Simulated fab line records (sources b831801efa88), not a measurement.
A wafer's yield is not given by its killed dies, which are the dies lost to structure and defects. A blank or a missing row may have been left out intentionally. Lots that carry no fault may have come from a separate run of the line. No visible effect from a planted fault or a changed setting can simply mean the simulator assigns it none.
The tool behind it: which one? || flow gf180mcu || 11 lots with 33 wafers sampled at 6 steps, on a route of 602 steps

WHAT EACH GAUGE READ, for each wafer
GF_V5_CD_MEAS_14 targets a cd of 260 nm. Usual: cdNm at 260.3 nm, with a standard deviation of 1.1.
{"lot": "L992", "measured": "day 27 22:20", "on": "cdSem-02", "cdNm (nm)": "260.9 260.6 262.7", "flag": ""}
{"lot": "L994", "measured": "day 28 11:08", "on": "cdSem-02", "cdNm (nm)": "258.8 261.0 259.1", "flag": ""}
{"lot": "L995", "measured": "day 28 13:29", "on": "cdSem-01", "cdNm (nm)": "260.4 261.4 261.2", "flag": ""}
{"lot": "L998", "measured": "day 29 22:26", "on": "cdSem-01", "cdNm (nm)": "258.7 259.2 259.0", "flag": ""}
{"lot": "L999", "measured": "day 29 22:47", "on": "cdSem-01", "cdNm (nm)": "260.5 260.1 260.7", "flag": ""}
{"lot": "L102", "measured": "day 31 01:53", "on": "cdSem-01", "cdNm (nm)": "259.5 260.2 259.4", "flag": ""}
{"lot": "L103", "measured": "day 31 07:08", "on": "cdSem-02", "cdNm (nm)": "261.8 261.2 260.0", "flag": ""}
{"lot": "L104", "measured": "day 31 16:17", "on": "cdSem-01", "cdNm (nm)": "258.3 259.9 258.7", "flag": ""}
{"lot": "L106", "measured": "day 32 02:32", "on": "cdSem-01", "cdNm (nm)": "259.1 260.7 260.9", "flag": ""}
{"lot": "L112", "measured": "day 33 08:22", "on": "cdSem-02", "cdNm (nm)": "260.7 262.0 261.8", "flag": ""}
{"lot": "L113", "measured": "day 33 14:29", "on": "cdSem-01", "cdNm (nm)": "261.8 262.6 262.1", "flag": ""}

GF_V5_RS_MEAS_24: measurement is done with a four-point probe. Usual: V5_W_RS 0.327 ohm/sq, standard deviation 0.0039.
{"lot": "L992", "measured": "day 27 23:23", "on": "filmMetro-04", "V5_W_RS (ohm/sq)": "0.328 0.335 0.333", "flag": ""}
{"lot": "L994", "measured": "day 28 12:11", "on": "filmMetro-04", "V5_W_RS (ohm/sq)": "0.331 0.328 0.332", "flag": ""}
{"lot": "L995", "measured": "day 28 14:32", "on": "filmMetro-01", "V5_W_RS (ohm/sq)": "0.330 0.333 0.330", "flag": ""}
{"lot": "L998", "measured": "day 29 23:29", "on": "filmMetro-04", "V5_W_RS (ohm/sq)": "0.319 0.325 0.328", "flag": ""}
{"lot": "L999", "measured": "day 29 23:50", "on": "filmMetro-04", "V5_W_RS (ohm/sq)": "0.325 0.330 0.334", "flag": ""}
{"lot": "L102", "measured": "day 31 02:56", "on": "filmMetro-04", "V5_W_RS (ohm/sq)": "43.365 43.560 43.756", "flag": "OFF"}
{"lot": "L103", "measured": "day 31 08:11", "on": "filmMetro-04", "V5_W_RS (ohm/sq)": "43.248 43.347 43.303", "flag": "OFF"}
{"lot": "L104", "measured": "day 31 17:20", "on": "filmMetro-04", "V5_W_RS (ohm/sq)": "45.102 43.983 44.363", "flag": "OFF"}
{"lot": "L106", "measured": "day 32 03:36", "on": "filmMetro-01", "V5_W_RS (ohm/sq)": "0.330 0.331 0.326", "flag": ""}
{"lot": "L112", "measured": "day 33 09:26", "on": "filmMetro-03", "V5_W_RS (ohm/sq)": "0.329 0.333 0.328", "flag": ""}
{"lot": "L113", "measured": "day 33 15:34", "on": "filmMetro-01", "V5_W_RS (ohm/sq)": "0.331 0.329 0.332", "flag": ""}

GF_V5_THK_MEAS_25: measures by xrf. Usual: V5_W_THK 346 nm, standard deviation 5.4.
{"lot": "L992", "measured": "day 27 23:31", "on": "filmMetro-04", "V5_W_THK (nm)": "347 338 343", "flag": ""}
{"lot": "L994", "measured": "day 28 12:17", "on": "filmMetro-04", "V5_W_THK (nm)": "345 345 343", "flag": ""}
{"lot": "L995", "measured": "day 28 14:39", "on": "filmMetro-01", "V5_W_THK (nm)": "338 332 336", "flag": ""}
{"lot": "L998", "measured": "day 29 23:36", "on": "filmMetro-04", "V5_W_THK (nm)": "356 353 348", "flag": ""}
{"lot": "L999", "measured": "day 29 23:57", "on": "filmMetro-04", "V5_W_THK (nm)": "351 347 343", "flag": ""}
{"lot": "L102", "measured": "day 31 03:03", "on": "filmMetro-04", "V5_W_THK (nm)": "<0 <0 <0", "flag": "OFF"}
{"lot": "L103", "measured": "day 31 08:17", "on": "filmMetro-04", "V5_W_THK (nm)": "<0 - -", "flag": "OFF"}
{"lot": "L104", "measured": "day 31 17:27", "on": "filmMetro-04", "V5_W_THK (nm)": "<0 <0 <0", "flag": "OFF"}
{"lot": "L106", "measured": "day 32 03:41", "on": "filmMetro-01", "V5_W_THK (nm)": "338 336 342", "flag": ""}
{"lot": "L112", "measured": "day 33 09:32", "on": "filmMetro-03", "V5_W_THK (nm)": "342 342 346", "flag": ""}
{"lot": "L113", "measured": "day 33 15:40", "on": "filmMetro-01", "V5_W_THK (nm)": "335 341 338", "flag": ""}

GF_TOP_METAL_RS_MEAS_05: measurement is done with a four-point probe. Usual: TOP_METAL_ALCU_RS 0.0323 ohm/sq, standard deviation 0.00042.
{"lot": "L992", "measured": "day 28 00:05", "on": "filmMetro-04", "TOP_METAL_ALCU_RS (ohm/sq)": "0.0329 0.0326 0.0326", "flag": ""}
{"lot": "L994", "measured": "day 28 12:53", "on": "filmMetro-02", "TOP_METAL_ALCU_RS (ohm/sq)": "0.0325 0.0327 0.0325", "flag": ""}
{"lot": "L995", "measured": "day 28 15:22", "on": "filmMetro-04", "TOP_METAL_ALCU_RS (ohm/sq)": "0.0327 0.0325 0.0329", "flag": ""}
{"lot": "L998", "measured": "day 30 00:11", "on": "filmMetro-04", "TOP_METAL_ALCU_RS (ohm/sq)": "0.0320 0.0322 0.0323", "flag": ""}
{"lot": "L999", "measured": "day 30 00:32", "on": "filmMetro-04", "TOP_METAL_ALCU_RS (ohm/sq)": "0.0321 0.0319 0.0323", "flag": ""}
{"lot": "L106", "measured": "day 32 04:35", "on": "filmMetro-04", "TOP_METAL_ALCU_RS (ohm/sq)": "0.0326 0.0322 0.0325", "flag": ""}
{"lot": "L112", "measured": "day 33 10:08", "on": "filmMetro-01", "TOP_METAL_ALCU_RS (ohm/sq)": "0.0316 0.0320 0.0322", "flag": ""}
{"lot": "L113", "measured": "day 33 16:16", "on": "filmMetro-04", "TOP_METAL_ALCU_RS (ohm/sq)": "0.0317 0.0318 0.0317", "flag": ""}

WHAT TOOL EACH LOT RAN ON (gives the tool, then ch and the chambers of the sampled wafers, and finally the start)
{"lot": "L992", "GF_V5_ETCH_16": "rieDiel-02 ch 1,2,3, day 27 22:29", "GF_V5_CVD_23": "cvdW-01 ch 0,1, day 27 23:17"}
{"lot": "L994", "GF_V5_ETCH_16": "rieDiel-02 ch 0,2,3, day 28 11:16", "GF_V5_CVD_23": "cvdW-02 ch 0,1, day 28 12:05"}
{"lot": "L995", "GF_V5_ETCH_16": "rieDiel-04 ch 0,2,3, day 28 13:38", "GF_V5_CVD_23": "cvdW-02 ch 1, day 28 14:25"}
{"lot": "L998", "GF_V5_ETCH_16": "rieDiel-02 ch 1,3, day 29 22:35", "GF_V5_CVD_23": "cvdW-01 ch 0,1, day 29 23:22"}
{"lot": "L999", "GF_V5_ETCH_16": "rieDiel-04 ch 0,1,2, day 29 22:56", "GF_V5_CVD_23": "cvdW-02 ch 0,1, day 29 23:43"}
{"lot": "L102", "GF_V5_ETCH_16": "rieDiel-03 ch 1,2,3, day 31 02:01", "GF_V5_CVD_23": "cvdW-02 ch 0,1, day 31 02:49"}
{"lot": "L103", "GF_V5_ETCH_16": "rieDiel-04 ch 0,2,3, day 31 07:14", "GF_V5_CVD_23": "cvdW-02 ch 0,1, day 31 08:04"}
{"lot": "L104", "GF_V5_ETCH_16": "rieDiel-03 ch 1,2,3, day 31 16:26", "GF_V5_CVD_23": "cvdW-02 ch 1, day 31 17:13"}
{"lot": "L106", "GF_V5_ETCH_16": "rieDiel-04 ch 0,3, day 32 02:38", "GF_V5_CVD_23": "cvdW-02 ch 0,1, day 32 03:28"}
{"lot": "L112", "GF_V5_ETCH_16": "rieDiel-02 ch 1,2, day 33 08:29", "GF_V5_CVD_23": "cvdW-02 ch 0,1, day 33 09:19"}
{"lot": "L113", "GF_V5_ETCH_16": "rieDiel-03 ch 0,2,3, day 33 14:35", "GF_V5_CVD_23": "cvdW-01 ch 0,1, day 33 15:26"}
- GF_V5_ETCH_16: etches BARC in N2/H2.
- GF_V5_CVD_23: deposits W, target thk 350 nm, time 104.9 s.

AS READ BY THE TOOLS THEMSELVES (means over the sampled wafers that have a number; for cases with no such wafer, the mark the record gives instead)
GF_V5_ETCH_16. Usual: biasW 100.0 W, standard deviation 0.31; drypumpMotorCurrentA 5.93 A, standard deviation 0.29; h2FlowSccm 200.0 sccm, standard deviation 0.63; oesProductAu 0.855 a.u., standard deviation 0.0054; throttleValvePct 13.225 %, standard deviation 0.01.
{"lot": "L992", "tool": "rieDiel-02", "biasW (W)": 100.3, "drypumpMotorCurrentA (A)": 6.10, "h2FlowSccm (sccm)": 200.3, "oesProductAu (a.u.)": 0.852, "throttleValvePct (%)": 13.218, "flag": ""}
{"lot": "L994", "tool": "rieDiel-02", "biasW (W)": 99.9, "drypumpMotorCurrentA (A)": 5.97, "h2FlowSccm (sccm)": 200.7, "oesProductAu (a.u.)": 0.854, "throttleValvePct (%)": 13.221, "flag": ""}
{"lot": "L995", "tool": "rieDiel-04", "biasW (W)": 99.8, "drypumpMotorCurrentA (A)": 5.98, "h2FlowSccm (sccm)": 200.0, "oesProductAu (a.u.)": 0.847, "throttleValvePct (%)": 13.226, "flag": ""}
{"lot": "L998", "tool": "rieDiel-02", "biasW (W)": 99.8, "drypumpMotorCurrentA (A)": 5.88, "h2FlowSccm (sccm)": 200.6, "oesProductAu (a.u.)": 0.857, "throttleValvePct (%)": 13.226, "flag": ""}
{"lot": "L999", "tool": "rieDiel-04", "biasW (W)": 100.0, "drypumpMotorCurrentA (A)": 6.01, "h2FlowSccm (sccm)": 199.9, "oesProductAu (a.u.)": 0.855, "throttleValvePct (%)": 13.237, "flag": ""}
{"lot": "L102", "tool": "rieDiel-03", "biasW (W)": 100.3, "drypumpMotorCurrentA (A)": 5.96, "h2FlowSccm (sccm)": 200.5, "oesProductAu (a.u.)": 0.858, "throttleValvePct (%)": 13.227, "flag": ""}
{"lot": "L103", "tool": "rieDiel-04", "biasW (W)": 99.6, "drypumpMotorCurrentA (A)": 5.99, "h2FlowSccm (sccm)": 200.2, "oesProductAu (a.u.)": 0.852, "throttleValvePct (%)": 13.222, "flag": ""}
{"lot": "L104", "tool": "rieDiel-03", "biasW (W)": 100.1, "drypumpMotorCurrentA (A)": 5.96, "h2FlowSccm (sccm)": 199.3, "oesProductAu (a.u.)": 0.858, "throttleValvePct (%)": 13.223, "flag": ""}
{"lot": "L106", "tool": "rieDiel-04", "biasW (W)": 99.5, "drypumpMotorCurrentA (A)": 5.94, "h2FlowSccm (sccm)": 200.1, "oesProductAu (a.u.)": 0.853, "throttleValvePct (%)": 13.229, "flag": ""}
{"lot": "L112", "tool": "rieDiel-02", "biasW (W)": 99.8, "drypumpMotorCurrentA (A)": 6.22, "h2FlowSccm (sccm)": 199.8, "oesProductAu (a.u.)": 0.855, "throttleValvePct (%)": 13.238, "flag": ""}
{"lot": "L113", "tool": "rieDiel-03", "biasW (W)": 100.0, "drypumpMotorCurrentA (A)": 5.92, "h2FlowSccm (sccm)": 199.5, "oesProductAu (a.u.)": 0.855, "throttleValvePct (%)": 13.226, "flag": ""}

GF_V5_CVD_23. Usual: chamberPressureTorr 40.00 Torr, standard deviation 0.079; heaterPowerOuterW 555 W, standard deviation 92; heaterPowerW 867 W, standard deviation 100.
{"lot": "L992", "tool": "cvdW-01", "chamberPressureTorr (Torr)": 40.01, "heaterPowerOuterW (W)": 550, "heaterPowerW (W)": 847, "flag": ""}
{"lot": "L994", "tool": "cvdW-02", "chamberPressureTorr (Torr)": 39.88, "heaterPowerOuterW (W)": 513, "heaterPowerW (W)": 826, "flag": ""}
{"lot": "L995", "tool": "cvdW-02", "chamberPressureTorr (Torr)": 40.01, "heaterPowerOuterW (W)": 480, "heaterPowerW (W)": 796, "flag": ""}
{"lot": "L998", "tool": "cvdW-01", "chamberPressureTorr (Torr)": 40.04, "heaterPowerOuterW (W)": 557, "heaterPowerW (W)": 858, "flag": ""}
{"lot": "L999", "tool": "cvdW-02", "chamberPressureTorr (Torr)": 39.95, "heaterPowerOuterW (W)": 516, "heaterPowerW (W)": 825, "flag": ""}
{"lot": "L102", "tool": "cvdW-02", "chamberPressureTorr (Torr)": "-", "heaterPowerOuterW (W)": "-", "heaterPowerW (W)": "-", "flag": "OFF"}
{"lot": "L103", "tool": "cvdW-02", "chamberPressureTorr (Torr)": "-", "heaterPowerOuterW (W)": "-", "heaterPowerW (W)": "-", "flag": "OFF"}
{"lot": "L104", "tool": "cvdW-02", "chamberPressureTorr (Torr)": "-", "heaterPowerOuterW (W)": "-", "heaterPowerW (W)": "-", "flag": "OFF"}
{"lot": "L106", "tool": "cvdW-02", "chamberPressureTorr (Torr)": 40.11, "heaterPowerOuterW (W)": 518, "heaterPowerW (W)": 841, "flag": ""}
{"lot": "L112", "tool": "cvdW-02", "chamberPressureTorr (Torr)": 40.04, "heaterPowerOuterW (W)": 544, "heaterPowerW (W)": 846, "flag": ""}
{"lot": "L113", "tool": "cvdW-01", "chamberPressureTorr (Torr)": 39.94, "heaterPowerOuterW (W)": 637, "heaterPowerW (W)": 947, "flag": ""}

THE ANSWER, worked out from the rows above alone
Rule: lot off if the mean of its wafers having a number is beyond 3 standard deviations from the usual mean. A lot without any number at a reading at which 4 lots or more have one is off too. Where the step has rows for the other lots, those lots are counted as sound. Order of review: gauges by route order, followed by the tools' own readings, for which a lot's mean as printed above is used. The first step at which some lot is off is used, and at that step the reading that is off furthest; a lot without a number counts as furthest.
Off: L102, L103, L104, at GF_V5_RS_MEAS_24 (V5_W_RS).
If a tool, at a process step before that reading, ran all the lots that are off and no sound lot after the first of them, it fits. The gauges at GF_V5_RS_MEAS_24 aren't tried: what is off there is off at GF_V5_CVD_23 too, on other tools, and a gauge's error can't cause that. Of those tried, none fits.

WHAT THE SIMULATOR HAD PUT IN
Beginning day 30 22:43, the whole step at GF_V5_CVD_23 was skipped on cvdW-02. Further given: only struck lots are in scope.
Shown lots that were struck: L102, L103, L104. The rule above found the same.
